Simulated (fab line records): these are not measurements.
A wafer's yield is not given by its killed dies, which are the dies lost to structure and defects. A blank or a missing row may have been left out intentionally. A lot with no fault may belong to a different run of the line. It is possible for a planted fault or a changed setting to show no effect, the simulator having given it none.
Which tool did it?	flow sky130	12 lots, 36 wafers sampled, at 4 steps of a route of 708

== WHAT THE GAUGES SHOWED, per wafer ==
SKY_CONTACT_BOW_MEAS_05.
lot	measured	on	CONTACT_BOW (um)
L379	day 30 13:41	filmMetro-02	82 63 69
L382	day 31 05:50	filmMetro-01	80 83 94
L383	day 31 15:40	filmMetro-01	88 83 83
L386	day 32 23:39	filmMetro-02	74 87 78
L391	day 34 23:19	filmMetro-01	100 97 92 - - -
L390	day 35 02:04	filmMetro-03	101 87 94 - - -
L393	day 35 20:21	filmMetro-02	109 94 87 - - -
L396	day 36 11:57	filmMetro-02	79 93 83
L397	day 36 13:25	filmMetro-02	80 94 95
L398	day 36 21:18	filmMetro-02	71 76 79
L399	day 36 22:20	filmMetro-02	84 88 60
L401	day 37 12:55	filmMetro-02	84 77 90

== TOOL THAT RAN EACH LOT (tool first, then ch and the chambers of the sampled wafers, then the start) ==
lot	SKY_LOCAL_INTERCONNECT_ETCH_13	SKY_LOCAL_INTERCONNECT_STRIP_15	SKY_CONTACT_CMP_04
L379	rieMetal-03 ch 1, day 30 12:18	plasmaAsher-02 ch 0,1, day 30 12:32	cmp-02 ch 0,1, day 30 13:23
L382	rieMetal-03 ch 1, day 31 04:30	plasmaAsher-02 ch 0,1, day 31 04:44	cmp-01 ch 0,2,3, day 31 05:38
L383	rieMetal-04 ch 0,1, day 31 14:23	plasmaAsher-04 ch 0,1, day 31 14:31	cmp-01 ch 0,1, day 31 15:25
L386	rieMetal-03 ch 0,1, day 32 22:18	plasmaAsher-04 ch 0,1, day 32 22:25	cmp-01 ch 0,2,3, day 32 23:23
L391	rieMetal-04 ch 0,1, day 34 22:02	plasmaAsher-04 ch 0,1, day 34 22:09	cmp-01 ch 0,1, day 34 23:01
L390	rieMetal-03 ch 0,1, day 35 00:48	plasmaAsher-03 ch 0,1, day 35 00:55	cmp-01 ch 0,2, day 35 01:46
L393	rieMetal-04 ch 0,1, day 35 18:54	plasmaAsher-02 ch 0,1, day 35 19:01	cmp-02 ch 0,3, day 35 20:05
L396	rieMetal-01 ch 0,1, day 36 10:41	plasmaAsher-03 ch 0,1, day 36 10:48	cmp-02 ch 1,2, day 36 11:42
L397	rieMetal-04 ch 0,1, day 36 12:09	plasmaAsher-03 ch 0,1, day 36 12:16	cmp-01 ch 2,3, day 36 13:07
L398	rieMetal-04 ch 0,1, day 36 19:40	plasmaAsher-04 ch 0,1, day 36 19:47	cmp-01 ch 0,1,2, day 36 21:00
L399	rieMetal-03 ch 0,1, day 36 21:04	plasmaAsher-03 ch 0,1, day 36 21:12	cmp-02 ch 2,3, day 36 22:02
L401	rieMetal-03 ch 0,1, day 37 10:48	plasmaAsher-02 ch 0,1, day 37 10:55	cmp-01 ch 0,1,3, day 37 12:37
- SKY_LOCAL_INTERCONNECT_ETCH_13: etches BARC in N2/H2, stops on SiO2, time 45.9 s, target depth 60 nm.
- SKY_LOCAL_INTERCONNECT_STRIP_15: strips in O2/N2.
- SKY_CONTACT_CMP_04: polishes SiO2.

== AS READ BY THE TOOLS THEMSELVES (means over the sampled wafers that have a number; for cases with no such wafer, the mark the record gives instead) ==
SKY_LOCAL_INTERCONNECT_ETCH_13.
lot	tool	drypumpMotorCurrentA (A)	oesProductAu (a.u.)	throttleValvePct (%)
L379	rieMetal-03	5.9	0.852	13.220
L382	rieMetal-03	5.9	0.856	13.220
L383	rieMetal-04	5.9	0.850	13.229
L386	rieMetal-03	5.2	0.854	13.221
L391	rieMetal-04	5.7	0.855	13.226
L390	rieMetal-03	5.6	0.856	13.221
L393	rieMetal-04	5.9	0.853	13.228
L396	rieMetal-01	5.3	0.851	13.228
L397	rieMetal-04	5.7	0.857	13.236
L398	rieMetal-04	5.8	0.860	13.232
L399	rieMetal-03	5.6	0.855	13.230
L401	rieMetal-03	5.2	0.854	13.227

SKY_LOCAL_INTERCONNECT_STRIP_15.
lot	tool	drypumpMotorCurrentA (A)	oesProductAu (a.u.)	stripTimeToEndpointS (s)
L379	plasmaAsher-02	5.5	0.426	4.690
L382	plasmaAsher-02	5.5	0.426	4.710
L383	plasmaAsher-04	5.2	0.423	4.707
L386	plasmaAsher-04	5.1	0.425	4.697
L391	plasmaAsher-04	5.1	0.420	4.733
L390	plasmaAsher-03	6.0	0.428	4.705
L393	plasmaAsher-02	5.6	0.427	4.724
L396	plasmaAsher-03	5.9	0.425	4.744
L397	plasmaAsher-03	5.9	0.431	4.709
L398	plasmaAsher-04	5.1	0.424	4.704
L399	plasmaAsher-03	5.9	0.427	4.705
L401	plasmaAsher-02	5.5	0.425	4.695

SKY_CONTACT_CMP_04.
lot	tool	edgeZonePressureFrac	headPressurePsi (psi)	motorCurrentA (A)	timeToEndpointS (s)
L379	cmp-02	1.001	3.989	12.5	80
L382	cmp-01	1.004	4.000	13.0	85
L383	cmp-01	0.996	4.010	12.3	88
L386	cmp-01	0.997	3.995	13.2	83
L391	cmp-01	-	-	-	-
L390	cmp-01	-	-	-	-
L393	cmp-02	-	-	-	-
L396	cmp-02	1.000	3.994	13.2	84
L397	cmp-01	0.999	3.993	12.9	83
L398	cmp-01	1.002	3.994	12.5	83
L399	cmp-02	0.995	3.997	12.2	82
L401	cmp-01	0.998	4.006	13.1	86

== THE ANSWER, worked out from the rows above alone ==
Rule: the usual values come from the lots themselves. The widest of any qualifying gaps counts: lots, ordered by their means at a reading, are off when they make up no more than a third of the lots, leave a main group of 4 or more, and stand apart from it by 3 or more times the standard deviation of that group's means. The tables above print the reading to a certain number of digits; a main group whose means all agree to those digits is not used. Also off: a lot with no number at a reading for which 4 or more lots have one. Where the step has rows for the other lots, those lots are counted as sound. After the gauges, taken in route order, come the tools' own readings; for these a lot's mean is taken, as printed above. At the first step where some lot is off, the reading lying furthest off is the one used; lots without a number count as furthest.
Off: L391, L390, L393, at SKY_CONTACT_CMP_04 (edgeZonePressureFrac). Without a number there: L391, L390, L393. The main group has a mean of 0.999 with a standard deviation of 0.0028.
If a tool, at that step or one of the process steps before it, ran each lot that is off and ran no sound lot following the first of them, it fits. Of those tried, none fits.

== WHAT HAD BEEN PUT IN BY THE SIMULATOR ==
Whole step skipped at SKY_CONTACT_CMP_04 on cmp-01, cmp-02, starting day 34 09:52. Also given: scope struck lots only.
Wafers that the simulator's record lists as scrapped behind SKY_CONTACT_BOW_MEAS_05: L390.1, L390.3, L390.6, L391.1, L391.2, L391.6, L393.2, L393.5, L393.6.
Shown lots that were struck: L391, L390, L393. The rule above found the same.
